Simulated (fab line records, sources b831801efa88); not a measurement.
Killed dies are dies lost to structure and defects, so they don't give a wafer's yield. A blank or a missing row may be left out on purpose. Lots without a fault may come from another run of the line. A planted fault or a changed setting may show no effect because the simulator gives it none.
Problem report in the 8D (eight disciplines) form, filled by code | flow sky130 | the parts of the form that need people (team, actions taken, sign-off) are left out

1. THE PROBLEM
spin_speed_rpm at SKY_LDD_HVP_COAT_02 reads a mean of 2747.8 rpm on 6 wafers of 2 lots; wafers without a fault read 2999.7 rpm with a standard deviation of 2.2. That is -99 or more standard deviations from the usual mean.
The step: resist thk 300 nm.
First seen on wafer L987.2, day 27 16:22, on litho_track-04. The record holds 36 wafers of 12 lots with a number at this step. Rule for "out", or "out of limits": more than 4 standard deviations from the usual mean. The other wafers with a number count as sound.

2. WHAT IT IS AND WHAT IT IS NOT
question                    | is                     | is not
which readings at this step | spin_speed_rpm         | -
which lots                  | L987, L988             | L969, L970, L973, L975, L976, L978, L979, L980, L981, L983
which wafers of those lots  | all that have a number | -
read on which tools         | litho_track-04         | litho_track-01, litho_track-02
when                        | from day 27 16:22      | up to then (30 sound wafers)

3. SUSPECTS, AND WHAT RULES EACH OUT
Counting: a tool at a process step up to the reading stays a suspect if it ran every lot that is out and no sound lot after the first of them.
- litho_track-04 at SKY_LDD_HVP_COAT_02 (resist thk 300 nm): kept. It ran every lot that is out, first L987 (day 27 16:22), and no sound lot after that; its last sound lot up to then is L983 (day 26 07:54). Its own readings are out on those wafers: spin_speed_rpm.
Left after counting: litho_track-04 at SKY_LDD_HVP_COAT_02.

4. THE CAUSE (what the simulator had put in)
Process parameter drift: litho_track-04, from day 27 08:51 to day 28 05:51, at SKY_LDD_HVP_COAT_02. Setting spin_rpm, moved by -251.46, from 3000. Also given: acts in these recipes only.
Counting left only this tool.

5. THE CHAIN OF EFFECTS, in route order
Each row: a reading whose mean over the struck wafers that have a number lies more than 3 standard deviations from the usual. Only readings for which the record gives a usual standard deviation are gone through. hours: the time from each lot's start at the first step in this table that gives one to its start at this step, as a median over the lots. sigmas: the change in usual standard deviations.
hours | step                 | reading                  | usual      | on struck wafers | change | sigmas
0     | SKY_LDD_HVP_COAT_02  | spin_speed_rpm           | 2999.7 rpm | 2747.8           | -251.9 | -99 or more
14    | SKY_LDD_HVP_STRIP_09 | strip_time_to_endpoint_s | 4.129 s    | 4.310            | +0.181 | +12
The process steps in it:
- SKY_LDD_HVP_COAT_02: resist thk 300 nm.
- SKY_LDD_HVP_STRIP_09: strips in O2/N2.
Later measuring or inspecting steps at which every struck wafer that the step has a row for has a number for every such reading, and none has moved that far: SKY_LOCAL_INTERCONNECT_RS_MEAS_01.

6. WHAT WOULD HAVE CAUGHT IT SOONER
In this record the first reading out of limits was taken at day 27 16:22, 8 hours after the fault began at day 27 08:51.
